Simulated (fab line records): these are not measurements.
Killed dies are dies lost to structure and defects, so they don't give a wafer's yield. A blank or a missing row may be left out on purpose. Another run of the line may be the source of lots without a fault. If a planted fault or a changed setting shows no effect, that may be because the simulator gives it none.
Which tool was responsible? | flow gf180mcu | 14 lots with 42 wafers sampled at 4 steps, on a route of 602 steps

## WHAT THE GAUGES SHOWED, per wafer
GF_V1_THK_MEAS_01. Usual: V1_CVD_00_THK typically reads 603 nm, with standard deviation 5.6.
lot  | measured     | on           | V1_CVD_00_THK (nm) | flag
L796 | day 17 11:47 | filmMetro-01 | 593 598 595        | 
L797 | day 17 16:08 | filmMetro-01 | 598 599 610        | 
L798 | day 18 04:15 | filmMetro-01 | 603 594 599        | 
L799 | day 18 01:45 | filmMetro-03 | 600 594 608        | 
L800 | day 18 18:05 | filmMetro-03 | 604 601 603        | 
L801 | day 19 01:15 | filmMetro-03 | 604 609 601        | 
L802 | day 19 13:07 | filmMetro-01 | 606 606 595        | 
L803 | day 19 19:13 | filmMetro-02 | 596 599 601        | 
L806 | day 20 23:43 | filmMetro-03 | 596 600 609        | 
L809 | day 22 07:57 | filmMetro-01 | 604 604 602        | 
L812 | day 23 16:15 | filmMetro-01 | 605 609 611        | 
L814 | day 24 02:16 | filmMetro-02 | 605 613 595        | 
L817 | day 24 13:28 | filmMetro-01 | 602 603 607        | 
L818 | day 25 03:35 | filmMetro-02 | 604 608 602        | 

GF_V1_THK_MEAS_03. Usual: V1_CVD_02_THK typically reads 849 nm, with standard deviation 11.
lot  | measured     | on           | V1_CVD_02_THK (nm) | flag
L796 | day 17 11:55 | filmMetro-02 | 841 836 858        | 
L797 | day 17 16:16 | filmMetro-02 | 832 837 861        | 
L798 | day 18 04:23 | filmMetro-02 | 836 834 840        | 
L799 | day 18 01:53 | filmMetro-02 | 838 830 856        | 
L800 | day 18 18:13 | filmMetro-01 | 839 851 864        | 
L801 | day 19 01:23 | filmMetro-01 | 836 867 851        | 
L802 | day 19 13:14 | filmMetro-03 | 867 845 848        | 
L803 | day 19 19:21 | filmMetro-03 | 838 856 841        | 
L806 | day 20 23:51 | filmMetro-01 | 841 859 842        | 
L809 | day 22 08:05 | filmMetro-02 | 853 853 870        | 
L812 | day 23 16:25 | filmMetro-01 | 842 847 848        | 
L814 | day 24 02:23 | filmMetro-01 | 856 869 868        | 
L817 | day 24 13:35 | filmMetro-03 | 835 839 855        | 
L818 | day 25 03:43 | filmMetro-01 | 850 839 864        | 

GF_V1_BOW_MEAS_05. Usual: V1_BOW typically reads 80 um, with standard deviation 6.7.
lot  | measured     | on           | V1_BOW (um) | flag
L796 | day 17 12:16 | filmMetro-03 | 78 73 82    | 
L797 | day 17 16:38 | filmMetro-02 | 92 78 89    | 
L798 | day 18 04:45 | filmMetro-01 | 74 80 79    | 
L799 | day 18 02:15 | filmMetro-03 | 73 79 82    | 
L800 | day 18 18:34 | filmMetro-02 | 81 92 84    | 
L801 | day 19 01:46 | filmMetro-01 | 82 95 80    | 
L802 | day 19 13:38 | filmMetro-01 | 84 94 78    | 
L803 | day 19 19:43 | filmMetro-02 | 78 89 93    | 
L806 | day 21 00:13 | filmMetro-01 | 88 86 79    | 
L809 | day 22 08:28 | filmMetro-01 | 87 90 75    | 
L812 | day 23 16:53 | filmMetro-01 | 80 82 68    | 
L814 | day 24 02:46 | filmMetro-02 | 87 78 81    | 
L817 | day 24 13:57 | filmMetro-03 | 79 71 80    | 
L818 | day 25 04:05 | filmMetro-03 | 83 82 74    | 

## WHAT TOOL EACH LOT RAN ON (gives the tool, then ch and the chambers of the sampled wafers, and finally the start)
lot  | GF_STI_ETCH_14
L796 | rieSi-01 ch 1,3, day 2 04:36
L797 | rieSi-02 ch 1,2, day 2 07:49
L798 | rieSi-01 ch 1,3, day 2 11:42
L799 | rieSi-02 ch 0,1, day 2 17:40
L800 | rieSi-02 ch 1,2,3, day 2 23:30
L801 | rieSi-01 ch 1,2, day 3 04:22
L802 | rieSi-01 ch 0,2,3, day 3 08:18
L803 | rieSi-01 ch 0,1,3, day 3 13:30
L806 | rieSi-01 ch 0,2,3, day 4 05:01
L809 | rieSi-01 ch 0,2,3, day 4 21:36
L812 | rieSi-01 ch 1,2,3, day 5 11:04
L814 | rieSi-02 ch 0,1,2, day 6 00:37
L817 | rieSi-02 ch 0,1, day 6 15:03
L818 | rieSi-02 ch 1,2,3, day 6 23:18
- GF_STI_ETCH_14: etches Si in HBr/Cl2/O2, target depth 360 nm, time 102.9 s.

## AS READ BY THE TOOLS THEMSELVES (means over the sampled wafers that have a number; for cases with no such wafer, the mark the record gives instead)
GF_STI_ETCH_14. Usual: drypumpMotorCurrentA 5.8 A, standard deviation 0.41; heBacksideLeakSccm 2.76 sccm, standard deviation 0.27; oesProductAu 1.001 a.u., standard deviation 0.013; runLengthS 131.2 s, standard deviation 0.52; throttleValvePct 25.658 %, standard deviation 0.013.
lot  | tool     | drypumpMotorCurrentA (A) | heBacksideLeakSccm (sccm) | oesProductAu (a.u.) | runLengthS (s) | throttleValvePct (%) | flag
L796 | rieSi-01 | 6.0                      | 2.77                      | 0.985               | 130.9          | 25.667               | 
L797 | rieSi-02 | 5.6                      | 2.93                      | 0.992               | 130.7          | 25.672               | 
L798 | rieSi-01 | 6.0                      | 2.80                      | 0.993               | 131.1          | 25.655               | 
L799 | rieSi-02 | 5.4                      | 3.06                      | 1.002               | 130.7          | 25.663               | 
L800 | rieSi-02 | 5.7                      | 3.11                      | 1.002               | 131.1          | 25.662               | 
L801 | rieSi-01 | 5.8                      | 2.57                      | 1.003               | 130.7          | 25.654               | 
L802 | rieSi-01 | 6.0                      | 2.83                      | 1.010               | 131.5          | 25.654               | 
L803 | rieSi-01 | 6.1                      | 2.61                      | 1.002               | 131.4          | 25.666               | 
L806 | rieSi-01 | 6.0                      | 2.78                      | 1.004               | 131.6          | 25.653               | 
L809 | rieSi-01 | 6.0                      | 2.71                      | 1.009               | 133.4          | 25.664               | OFF
L812 | rieSi-01 | 5.8                      | 2.79                      | 0.993               | 133.1          | 25.667               | OFF
L814 | rieSi-02 | 5.4                      | 2.84                      | 1.002               | 131.3          | 25.658               | 
L817 | rieSi-02 | 5.2                      | 2.71                      | 1.006               | 131.1          | 25.658               | 
L818 | rieSi-02 | 5.7                      | 3.20                      | 0.987               | 131.1          | 25.665               | 

## THE ANSWER, worked out from the rows above alone
Rule: a lot is off if the mean of its wafers that have a number lies more than 3 standard deviations from the usual mean. Also off: a lot with no number at a reading for which 4 or more lots have one. All remaining lots with rows at the step are treated as sound. The gauges are gone through in route order, then the tools' own readings, and for those a lot's mean is taken as printed above. The first step at which some lot is off is used, and at that step the reading that is off furthest; a lot without a number counts as furthest.
Off at GF_STI_ETCH_14 (runLengthS): L809, L812.
If a tool, at that step or one of the process steps before it, ran each lot that is off and ran no sound lot following the first of them, it fits. One fits: rieSi-01 at GF_STI_ETCH_14. A fault onset in the window from L806 (day 4 05:01, its last sound lot) to L809 (day 4 21:36, its first lot off) fits.
On the lots that are off, the tool's own readings at GF_STI_ETCH_14 differ by more than 5 times the standard deviation of the sound lots' means, which bears it out; runLengthS reads 133.2 s there versus 131.1 s on the sound lots.

## WHAT THE SIMULATOR HAD PUT IN
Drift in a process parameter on rieSi-01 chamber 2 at GF_STI_ETCH_14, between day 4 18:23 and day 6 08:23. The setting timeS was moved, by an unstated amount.
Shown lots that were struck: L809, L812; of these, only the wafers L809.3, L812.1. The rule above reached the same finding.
